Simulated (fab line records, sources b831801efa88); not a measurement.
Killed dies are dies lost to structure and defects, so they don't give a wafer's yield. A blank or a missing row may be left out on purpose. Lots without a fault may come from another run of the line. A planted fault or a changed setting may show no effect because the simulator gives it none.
fab line records | flow sky130
record lots=7 wafers=21 last_day=49
route steps=708 shown SD_N@344 SD_P@359 RES_XHIGH@360 PAD_OPEN@708
lots that met no fault: from a run of the same line without faults
start_h: hours from the record's first day to the start of the lot's first wafer shown | wait_h: hours since the lot's step before | " the same as in the row above | L1.1+2: a row that stands for several wafers | - no value, or no start given | * or withheld: withheld | < > ~ a bound
route shown NAME@n: a module of which the file shows steps, and the number in the route of the first | usual: mean/standard deviation of fault-free wafers | same: alike in all rows | chamber/n: place in a boat | sites: the reading at each site | _std_site: their standard deviation | _edge_site: outer sites' mean less inner sites' | radius_mm: how far each site lies from the wafer's centre | mask NAME#n: copy n | behind: the tool/chamber that last shaped the wafer | hold: why the lot was held/for how many hours/how that ended | device: the transistor (n, p or np) that didn't switch | end of line: the same wafers' tests at the end of the route | a step without rows: its recipe alone | killed: dies lost to structure and defects at the first sort, not the wafer's yield | map: a wafer's dies, x killed, . not, _ none there
set.NAME: the setting as run; set.NAME@STEP: as run at that earlier step | model.NAME: the simulator's own value behind a step, which no gauge read
lots at some steps of the route; a table a step, a row a wafer
services: from which hour (start_h, from the record's first day; less than 0 if before it) a tool's chamber was out of use, for how many hours, and why
## steps
# step SKY_SD_N_COAT_02
# recipe resist=NOVOLAK spin_rpm=3000 resist_thk_nm=1140
# step SKY_SD_N_SOFTBAKE_03
# recipe temp_c=90 time_s=60 resist=NOVOLAK
# step SKY_SD_N_EXPOSE_04
# recipe mask_id=NSDM na=0.6 source_shape=conventional sigma_outer=0.6 polarization=unpolarized target_cd_nm=380 dose_mj=137.5
# step SKY_SD_N_PEB_05
# recipe temp_c=withheld time_s=* resist=NOVOLAK
# step SKY_SD_N_DEVELOP_06
# recipe resist=NOVOLAK developer=TMAH develop_time_s=60 dev_temp_c=23
# step SKY_SD_N_CD_MEAS_07
# recipe target_cd_nm=380
# usual cd_nm=379.9/2.6
# columns lot.wafer tool chamber start_h wait_h cd_nm
L706.2 cd_sem-01 - 649.46 0.1 376.9
L706.4 " - " " 379.6
L706.5 " - " " 379.3
L713.1 cd_sem-02 - 720.64 0.1 384.0
L713.2 " - " " 381.2
L713.4 " - " " 379.7
L720.3 cd_sem-01 - 765.67 0.1 380.4
L720.4 " - " " 377.2
L720.5 " - " " 377.9
L721.2 cd_sem-01 - 767.80 0.1 381.1
L721.3 " - " " 379.2
L721.5 " - " " 378.2
L722.2 cd_sem-02 - 778.96 0.1 381.8
L722.3 " - " " 382.7
L722.5 " - " " 382.6
L723.2 cd_sem-01 - 779.21 0.1 381.5
L723.3 " - " " 382.2
L723.4 " - " " 381.8
L724.1 cd_sem-01 - 782.54 0.1 383.4
L724.2 " - " " 383.9
L724.3 " - " " 382.4
# step SKY_SD_N_OVL_MEAS_08
# usual SD_N_OVL=-0.2/1.6
# columns lot.wafer tool chamber start_h wait_h SD_N_OVL[nm]
L706.2 overlay-02 - 649.56 0.1 -1.5
L706.4 " - " " -1.8
L706.5 " - " " -0.8
L713.1 overlay-02 - 720.76 0.1 -0.3
L713.2 " - " " 1.2
L713.4 " - " " 2.3
L720.3 overlay-02 - 765.76 0.1 0.6
L720.4 " - " " 0.9
L720.5 " - " " 1.7
L721.2 overlay-02 - 767.91 0.1 2.7
L721.3 " - " " 1.2
L721.5 " - " " 1.6
L722.2 overlay-02 - 779.06 0.1 1.6
L722.3 " - " " 0.2
L722.5 " - " " 0.5
L723.2 overlay-01 - 779.31 0.1 -1.1
L723.3 " - " " -3.2
L723.4 " - " " -0.4
L724.1 overlay-02 - 782.66 0.1 1.4
L724.2 " - " " 1.4
L724.3 " - " " 1.9
# step SKY_SD_N_IMPLANT_09
# recipe species=As energy_kev=50 dose_cm2=4e+15 tilt_deg=0
# step SKY_SD_N_IMPLANT_10
# recipe species=P energy_kev=20 dose_cm2=1e+14 tilt_deg=0
# step SKY_SD_N_STRIP_11
# recipe chemistry=O2/N2 power_w=1400 pressure_mtorr=1500 platen_temp_c=withheld o2_flow_sccm=3000 n2_flow_sccm=300 overash_fraction=0.5
# usual drypump_motor_current_A=5.8/0.31 oes_product_au=0.527/0.0041 strip_time_to_endpoint_s=22.54/0.043
# columns lot.wafer tool chamber start_h wait_h drypump_motor_current_A oes_product_au rf_hours_counter_h strip_time_to_endpoint_s
L706.2 plasma_asher-01 0 649.89 0.1 5.5 0.525 55 22.50
L706.4 " 1 " " 6.1 0.529 - 22.41
L706.5 " 1 " " 6.1 0.531 - 22.49
L713.1 plasma_asher-02 1 721.09 0.1 5.8 0.530 29 22.53
L713.2 " 0 " " 5.6 0.533 29 22.54
L713.4 " 0 " " 5.6 0.529 - 22.55
L720.3 plasma_asher-01 1 766.12 0.1 6.1 0.532 - 22.54
L720.4 " 0 " " 5.5 0.524 - 22.59
L720.5 " 1 " " 6.1 0.523 - 22.55
L721.2 plasma_asher-01 1 768.24 0.1 6.1 0.526 67 22.52
L721.3 " 0 " " 5.5 0.525 - 22.52
L721.5 " 1 " " 6.1 0.526 - 22.53
L722.2 plasma_asher-03 1 779.39 0.1 6.3 0.522 95 22.55
L722.3 " 0 " " 5.2 0.527 - 22.55
L722.5 " 0 " " 5.2 0.529 - 22.59
L723.2 plasma_asher-02 0 779.64 0.1 5.6 0.531 35 22.50
L723.3 " 0 " " 5.6 0.526 - 22.53
L723.4 " 1 " " 5.8 0.521 - 22.49
L724.1 plasma_asher-02 0 782.99 0.1 5.6 0.526 35 22.51
L724.2 " 1 " " 5.8 0.527 35 22.50
L724.3 " 0 " " 5.6 0.520 - 22.52
# step SKY_SD_N_TW_MEAS_12
# usual SD_N_TW=3985/30
# columns lot.wafer tool chamber start_h wait_h SD_N_TW
L706.2 film_metro-02 - 650.00 0.1 3947
L706.4 " - " " 3949
L706.5 " - " " 3920
L713.1 film_metro-03 - 721.19 0.1 4012
L713.2 " - " " 3965
L713.4 " - " " 3996
L720.3 film_metro-02 - 766.21 0.1 3937
L720.4 " - " " 3942
L720.5 " - " " 3945
L721.2 film_metro-01 - 768.35 0.1 4023
L721.3 " - " " 4006
L721.5 " - " " 4002
L722.2 film_metro-01 - 779.50 0.1 3989
L722.3 " - " " 3983
L722.5 " - " " 3975
L723.2 film_metro-01 - 779.75 0.1 4011
L723.3 " - " " 4014
L723.4 " - " " 4018
L724.1 film_metro-02 - 783.09 0.1 3970
L724.2 " - " " 3953
L724.3 " - " " 3969
# step SKY_SD_N_CLEAN_13
# recipe chemistry=SC1/SC2 mix=1:4:20 temp_c=70 time_s=150 dry=n2_spin
# step SKY_SD_N_RTA_14
# recipe temp_c=1075 time_s=2 idle_temp_c=650 ramp_up_c_per_s=150 ramp_down_c_per_s=90 ambient=N2
# usual lamp_power_pct=15.74/0.051 wafer_temp_C_max=1077.9/1.1
# same time_s=2
# columns lot.wafer tool chamber start_h wait_h lamp_power_pct wafer_temp_C_max
L706.2 rtp_anneal-02 0 650.12 0.0 15.63 1077.4
L706.4 " 0 " " 15.76 1079.9
L706.5 " 0 " " 15.72 1078.1
L713.1 rtp_anneal-01 0 721.31 0.0 15.74 1078.5
L713.2 " 0 " " 15.68 1077.1
L713.4 " 0 " " 15.77 1078.0
L720.3 rtp_anneal-02 0 766.31 0.0 15.42 1057.7
L720.4 " 0 " " 15.45 1060.4
L720.5 " 0 " " 15.42 1061.4
L721.2 rtp_anneal-01 0 768.45 0.0 15.74 1077.7
L721.3 " 0 " " 15.76 1077.2
L721.5 " 0 " " 15.82 1078.0
L722.2 rtp_anneal-02 0 779.62 0.0 15.44 1059.8
L722.3 " 0 " " 15.47 1060.2
L722.5 " 0 " " 15.47 1060.2
L723.2 rtp_anneal-01 0 779.86 0.0 15.75 1078.5
L723.3 " 0 " " 15.72 1077.6
L723.4 " 0 " " 15.86 1077.3
L724.1 rtp_anneal-02 0 783.20 0.0 15.48 1060.8
L724.2 " 0 " " 15.49 1059.8
L724.3 " 0 " " 15.52 1060.7
# step SKY_SD_N_RS_MEAS_16
# recipe thk_meas_gauge=four-point-probe
# usual SD_N_RS=68.67/0.17
# columns lot.wafer tool chamber start_h wait_h hold SD_N_RS[ohm/sq]
L706.2 film_metro-01 - 650.30 0.1 - 68.76
L706.4 " - " " - 68.48
L706.5 " - " " - 68.64
L713.1 film_metro-03 - 721.48 0.1 - 68.92
L713.2 " - " " - 68.85
L713.4 " - " " - 68.86
L720.3 film_metro-03 - 766.51 0.1 await_dispo/0.2h/release 71.57
L720.4 " - " " await_dispo/0.2h/release 71.51
L720.5 " - " " await_dispo/0.2h/release 71.47
L720.3 film_metro-03 - 766.87 0.3 - 71.52
L720.4 " - " " - 71.47
L720.5 " - " " - 71.44
L721.2 film_metro-01 - 768.64 0.1 - 68.66
L721.3 " - " " - 68.54
L721.5 " - " " - 68.66
L722.2 film_metro-02 - 779.85 0.1 await_dispo/0.2h/release 71.30
L722.3 " - " " await_dispo/0.2h/release 71.39
L722.5 " - " " await_dispo/0.2h/release 71.25
L722.2 film_metro-02 - 780.21 0.3 - 71.30
L722.3 " - " " - 71.32
L722.5 " - " " - 71.48
L723.2 film_metro-01 - 780.05 0.1 - 68.52
L723.3 " - " " - 68.63
L723.4 " - " " - 68.57
L724.1 film_metro-01 - 783.38 0.1 await_dispo/0.2h/release 71.41
L724.2 " - " " await_dispo/0.2h/release 71.44
L724.3 " - " " await_dispo/0.2h/release 71.51
L724.1 film_metro-01 - 783.74 0.3 - 71.50
L724.2 " - " " - 71.35
L724.3 " - " " - 71.45
# step SKY_SD_N_RS_MEAS_17
# recipe thk_meas_gauge=four-point-probe
# usual SD_P_RS=147.3/0.48
# columns lot.wafer tool chamber start_h wait_h hold SD_P_RS[ohm/sq]
L706.2 film_metro-01 - 650.42 0.1 - 147.0
L706.4 " - " " - 146.8
L706.5 " - " " - 147.0
L713.1 film_metro-03 - 721.60 0.1 - 148.0
L713.2 " - " " - 148.0
L713.4 " - " " - 147.5
L721.2 film_metro-01 - 768.76 0.1 - 147.0
L721.3 " - " " - 146.8
L721.5 " - " " - 147.1
L720.3 film_metro-03 - 773.30 6.4 await_dispo/0.2h/release 162.9
L720.4 " - " " await_dispo/0.2h/release 163.3
L720.5 " - " " await_dispo/0.2h/release 163.0
L720.3 film_metro-03 - 773.67 0.4 - 162.8
L720.4 " - " " - 163.1
L720.5 " - " " - 163.2
L723.2 film_metro-01 - 780.17 0.1 - 146.9
L723.3 " - " " - 147.0
L723.4 " - " " - 146.9
L722.2 film_metro-02 - 782.64 2.4 await_dispo/0.2h/release 163.2
L722.3 " - " " await_dispo/0.2h/release 163.2
L722.5 " - " " await_dispo/0.2h/release 163.1
L722.2 film_metro-02 - 782.93 0.3 - 162.6
L722.3 " - " " - 162.9
L722.5 " - " " - 162.9
L724.1 film_metro-01 - 786.77 3.0 await_dispo/0.2h/release 163.2
L724.2 " - " " await_dispo/0.2h/release 163.2
L724.3 " - " " await_dispo/0.2h/release 163.2
L724.1 film_metro-01 - 787.05 0.3 - 163.6
L724.2 " - " " - 163.7
L724.3 " - " " - 163.7
# step SKY_SD_N_RS_MEAS_18
# recipe thk_meas_gauge=four-point-probe
# usual RES_XHIGH_RS=333.8/1.5
# columns lot.wafer tool chamber start_h wait_h hold RES_XHIGH_RS[ohm/sq]
L706.2 film_metro-01 - 650.54 0.1 - 332.7
L706.4 " - " " - 332.4
L706.5 " - " " - 335.1
L713.1 film_metro-03 - 721.72 0.1 - 335.9
L713.2 " - " " - 335.2
L713.4 " - " " - 334.6
L721.2 film_metro-01 - 768.88 0.1 - 333.7
L721.3 " - " " - 333.2
L721.5 " - " " - 333.9
L720.3 film_metro-03 - 778.36 4.7 await_dispo/4.5h/release 337.3
L720.4 " - " " await_dispo/4.5h/release 336.9
L720.5 " - " " await_dispo/4.5h/release 337.1
L723.2 film_metro-01 - 780.29 0.1 - 333.4
L723.3 " - " " - 333.0
L723.4 " - " " - 334.5
L722.2 film_metro-02 - 784.90 2.0 await_dispo/1.9h/release 334.2
L722.3 " - " " await_dispo/1.9h/release 333.6
L722.5 " - " " await_dispo/1.9h/release 334.0
L724.1 film_metro-01 - 790.91 3.8 await_dispo/3.6h/release 335.1
L724.2 " - " " await_dispo/3.6h/release 335.7
L724.3 " - " " await_dispo/3.6h/release 334.2
# step SKY_PAD_OPEN_PROBE_99
# usual killed_at_M0_to_M3=43/7.7 killed_at_M4_up=2.9/1.7 killed_at_contacts=24/5.5 killed_at_front_end=15/4 killed_at_other=0.4/0.66 killed_dies=86/9.4 killed_on_rim=17/3.5 killed_open=47/6.7 killed_short=38/6.2
# same gross_dies=492 killed_at_back_side=0
# columns lot.wafer tool chamber start_h wait_h killed_at_M0_to_M3 killed_at_M4_up killed_at_contacts killed_at_front_end killed_at_other killed_dies killed_on_rim killed_open killed_short model.etest.res_xhigh_po.line_ohm_um model.etest.res_xhigh_po.rs_ohm_sq model.etest.pfet_01v8.r_on_ohm_um model.etest.tip_p.rs_ohm_sq model.etest.res_pdiff.line_ohm_um model.etest.res_high_po.line_ohm_um model.etest.licon_high_po.rc_ohm model.etest.licon_pdiff.rc_ohm
L706.2 prober-02 - 1074.36 0.1 53 3 19 10 0 85 19 50 35 5409 1908 2954 6816 1376 724.6 339.5 566.6
L706.4 prober-02 - 1074.46 0.2 53 3 24 14 0 94 18 50 43 5325 1872 2975 6864 1390 706.6 330.2 588.1
L706.5 prober-02 - 1074.51 0.2 51 2 31 14 0 98 20 51 47 5514 1939 2982 6922 1346 724.4 337.3 589.6
L713.1 prober-01 - 1130.45 0.1 51 5 28 12 1 97 17 54 40 5696 2003 2935 6949 1336 732.6 351.5 580.3
L713.2 prober-01 - 1130.50 0.1 42 2 24 18 0 86 18 48 33 5557 1931 2897 6912 1360 734.6 357.8 572.2
L713.4 prober-01 - 1130.60 0.2 56 6 24 17 1 104 15 47 55 5703 1989 2850 6960 1358 759.9 358.5 604.1
L720.3 prober-02 - 1158.07 0.2 45 2 27 18 1 93 18 49 44 6632 2293 3028 7039 1532 825.9 424.9 596.8
L720.4 prober-02 - 1158.12 0.2 26 2 18 15 0 61 11 40 21 6514 2343 3103 7022 1500 823.7 433.4 637.4
L720.5 prober-02 - 1158.17 0.2 48 3 23 15 0 89 18 53 36 6726 2318 3000 6999 1556 843.6 422.4 605.1
L721.2 prober-01 - 1164.68 0.1 53 1 18 18 0 90 15 50 40 5936 2044 2931 7032 1394 777 348.7 581.2
L721.3 prober-01 - 1164.73 0.2 37 3 28 14 0 82 14 48 34 5733 2027 2960 7021 1366 751.9 343.1 583.6
L721.5 prober-01 - 1164.83 0.2 48 1 32 10 0 91 17 52 39 5692 2010 2960 7044 1365 735.7 330.8 581.6
L722.2 prober-02 - 1169.66 0.1 37 2 25 19 1 84 15 50 34 7109 2490 3193 7076 1495 880.9 454.9 633.2
L722.3 prober-02 - 1169.71 0.2 46 4 30 22 0 102 24 61 39 6559 2291 3120 7099 1475 857.5 430.7 619.9
L722.5 prober-02 - 1169.81 0.2 38 0 19 19 0 76 16 45 31 6793 2407 3173 7054 1486 864.9 445.7 594
L723.2 prober-01 - 1170.55 0.1 32 2 28 15 1 78 16 44 34 5639 1948 2860 6866 1345 736.9 337.7 596
L723.3 prober-01 - 1170.60 0.2 35 3 38 20 1 97 24 55 41 5788 2017 2829 6901 1340 757 344.4 576.7
L723.4 prober-01 - 1170.65 0.2 34 2 25 12 0 73 15 40 33 5678 1947 2804 6890 1344 739 348.9 604.7
L724.1 prober-02 - 1172.45 0.1 43 1 29 13 0 86 22 48 38 6302 2234 3170 7092 1518 822.8 433.7 622.9
L724.2 prober-02 - 1172.50 0.1 48 2 21 10 1 82 6 46 35 6476 2262 3129 7012 1571 849.6 437.3 620.6
L724.3 prober-02 - 1172.55 0.2 60 1 15 12 2 90 14 45 44 6504 2291 3144 7063 1536 836.4 441.5 621
# killed by level:class
L706.2 VIA1:geometric_particle:open=15 CONTACT:geometric_particle:open=11 VIA3:geometric_particle:open=9 METAL2:geometric_particle:short=8 METAL1:geometric_particle:short=5 CONTACT:geometric_particle:short=4 VIA1:geometric_particle:short=4 VIA2:geometric_particle:open=4
L706.4 VIA1:geometric_particle:open=18 LI_CONTACT:geometric_particle:open=11 VIA1:geometric_particle:short=9 CONTACT:geometric_particle:open=7 METAL2:geometric_particle:short=5 FIELD_ISO:geometric_particle:short=4 POLY_GATE:geometric_particle:short=4 METAL3:geometric_particle:short=4
L706.5 CONTACT:geometric_particle:short=10 LI_CONTACT:geometric_particle:open=9 CONTACT:geometric_particle:open=8 VIA1:geometric_particle:short=8 VIA1:geometric_particle:open=7 METAL2:geometric_particle:short=7 FIELD_ISO:geometric_particle:open=5 METAL1:geometric_particle:short=5
L713.1 CONTACT:geometric_particle:open=13 VIA1:geometric_particle:open=12 VIA1:geometric_particle:short=11 LI_CONTACT:geometric_particle:open=7 FIELD_ISO:geometric_particle:open=6 VIA2:geometric_particle:open=6 LI_CONTACT:geometric_particle:short=5 METAL2:geometric_particle:short=4
L713.2 CONTACT:geometric_particle:open=11 VIA1:geometric_particle:open=10 FIELD_ISO:geometric_particle:open=7 METAL1:geometric_particle:short=7 LI_CONTACT:geometric_particle:open=5 VIA2:geometric_particle:open=5 LI_CONTACT:geometric_particle:short=4 VIA1:geometric_particle:short=4
L713.4 VIA1:geometric_particle:open=13 VIA1:geometric_particle:short=11 FIELD_ISO:geometric_particle:short=9 LI_CONTACT:geometric_particle:open=7 METAL2:geometric_particle:short=7 CONTACT:geometric_particle:open=6 VIA3:geometric_particle:open=6 FIELD_ISO:geometric_particle:open=5
L720.3 CONTACT:geometric_particle:open=10 VIA2:geometric_particle:open=8 VIA3:geometric_particle:open=7 VIA1:geometric_particle:open=7 METAL2:geometric_particle:short=7 POLY_GATE:geometric_particle:short=6 LI_CONTACT:geometric_particle:open=6 LOCAL_INTERCONNECT:geometric_particle:short=6
L720.4 CONTACT:geometric_particle:open=10 VIA3:geometric_particle:open=6 FIELD_ISO:geometric_particle:open=5 VIA2:geometric_particle:open=5 POLY_GATE:geometric_particle:short=5 VIA1:geometric_particle:open=5 LI_CONTACT:geometric_particle:open=4 VIA2:geometric_particle:short=3
L720.5 VIA3:geometric_particle:open=11 CONTACT:geometric_particle:open=9 METAL1:geometric_particle:short=8 LI_CONTACT:geometric_particle:open=8 VIA2:geometric_particle:open=8 VIA1:geometric_particle:open=7 VIA1:geometric_particle:short=4 SPACER:geometric_particle:short=4
L721.2 VIA1:geometric_particle:open=13 METAL1:geometric_particle:short=9 LI_CONTACT:geometric_particle:open=8 CONTACT:geometric_particle:open=7 FIELD_ISO:geometric_particle:short=6 VIA2:geometric_particle:open=6 VIA3:geometric_particle:open=6 VIA2:geometric_particle:short=5
L721.3 VIA1:geometric_particle:open=13 CONTACT:geometric_particle:open=9 VIA2:geometric_particle:open=7 LOCAL_INTERCONNECT:geometric_particle:short=6 CONTACT:geometric_particle:short=6 FIELD_ISO:geometric_particle:short=3 LOCAL_INTERCONNECT:geometric_particle:open=3 METAL1:geometric_particle:open=3
L721.5 LI_CONTACT:geometric_particle:open=10 METAL1:geometric_particle:short=10 LOCAL_INTERCONNECT:geometric_particle:short=9 VIA1:geometric_particle:open=9 VIA3:geometric_particle:open=7 CONTACT:geometric_particle:open=6 VIA2:geometric_particle:open=6 POLY_GATE:geometric_particle:open=5
L722.2 CONTACT:geometric_particle:open=13 LI_CONTACT:geometric_particle:open=9 METAL1:geometric_particle:short=7 VIA1:geometric_particle:open=6 FIELD_ISO:geometric_particle:open=4 POLY_GATE:geometric_particle:short=4 VIA2:geometric_particle:open=4 VIA3:geometric_particle:short=4
L722.3 LI_CONTACT:geometric_particle:open=11 CONTACT:geometric_particle:open=11 VIA1:geometric_particle:open=9 FIELD_ISO:geometric_particle:open=8 FIELD_ISO:geometric_particle:short=7 METAL1:geometric_particle:short=7 VIA2:geometric_particle:open=6 CONTACT:geometric_particle:short=5
L722.5 VIA1:geometric_particle:open=10 METAL1:geometric_particle:short=9 LI_CONTACT:geometric_particle:open=7 FIELD_ISO:geometric_particle:open=6 CONTACT:geometric_particle:open=6 FIELD_ISO:geometric_particle:short=5 VIA3:geometric_particle:open=5 VIA2:geometric_particle:open=4
L723.2 CONTACT:geometric_particle:open=9 LI_CONTACT:geometric_particle:open=8 VIA2:geometric_particle:open=7 POLY_GATE:geometric_particle:open=5 CONTACT:geometric_particle:short=5 VIA3:geometric_particle:open=5 FIELD_ISO:geometric_particle:short=4 METAL1:geometric_particle:short=4
L723.3 CONTACT:geometric_particle:open=18 VIA1:geometric_particle:short=7 CONTACT:geometric_particle:short=6 VIA1:geometric_particle:open=6 POLY_GATE:geometric_particle:open=5 LI_CONTACT:geometric_particle:open=5 LOCAL_INTERCONNECT:geometric_particle:short=5 VIA3:geometric_particle:open=5
L723.4 CONTACT:geometric_particle:open=12 VIA1:geometric_particle:open=7 VIA1:geometric_particle:short=5 POLY_GATE:geometric_particle:short=4 LI_CONTACT:geometric_particle:open=4 CONTACT:geometric_particle:short=4 METAL2:geometric_particle:short=4 POLY_GATE:geometric_particle:open=3
L724.1 VIA1:geometric_particle:open=14 LI_CONTACT:geometric_particle:open=10 CONTACT:geometric_particle:short=8 CONTACT:geometric_particle:open=6 VIA2:geometric_particle:open=6 FIELD_ISO:geometric_particle:open=5 METAL2:geometric_particle:short=5 POLY_GATE:geometric_particle:short=4
L724.2 VIA1:geometric_particle:open=16 VIA1:geometric_particle:short=7 LI_CONTACT:geometric_particle:open=6 CONTACT:geometric_particle:open=6 METAL1:geometric_particle:short=5 METAL2:geometric_particle:short=5 VIA2:geometric_particle:open=4 VIA3:geometric_particle:short=4
L724.3 VIA2:geometric_particle:open=10 METAL2:geometric_particle:short=8 VIA3:geometric_particle:open=7 METAL1:geometric_particle:short=7 VIA1:geometric_particle:short=6 CONTACT:geometric_particle:open=6 VIA1:geometric_particle:open=6 POLY_GATE:geometric_particle:short=5
## services
# columns tool chamber start_h hours kind
plasma_asher-01 - 652.71 3.1 repair
## key
first_sign step=SKY_SD_N_RTA_14 reading=wafer_temp_C_max direction=down sigmas=16 usual=* struck=*
effect step=SKY_SD_N_RTA_14 reading=lamp_power_pct direction=down sigmas=5.4 usual=15.74 struck=15.46
effect step=SKY_SD_N_RS_MEAS_16 reading=visit direction=added
effect step=SKY_SD_N_RS_MEAS_16 reading=SD_N_RS direction=up sigmas=17 usual=68.67 struck=71.43
effect step=SKY_SD_N_RS_MEAS_17 reading=visit direction=added
effect step=SKY_SD_N_RS_MEAS_17 reading=SD_P_RS direction=up sigmas=33 usual=147.3 struck=163.2
model_effect step=SKY_PAD_OPEN_PROBE_99 value=etest.res_xhigh_po.line_ohm_um without=5579 struck=6624
met_at SKY_SD_N_RTA_14
struck_wafers L720.3,L720.4,L720.5,L722.2,L722.3,L722.5,L724.1,L724.2,L724.3
tester_left_out L720,L722,L724
onset_between 650.12 766.31
fault kind=process_parameter_drift tool=rtp_anneal-02 chamber=- onset_h=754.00 steps=SKY_SD_N_RTA_14 channel=temp_c offset=* shape=step end_h=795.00 acts_in=* stated=*
# tester_left_out: of these lots the tester's yield and bins aren't shown, on N5 and GAA mostly nor the transistor test; their killed dies are dies lost to structure and defects alone, not to doping, threshold or leakage, so they don't give the yield
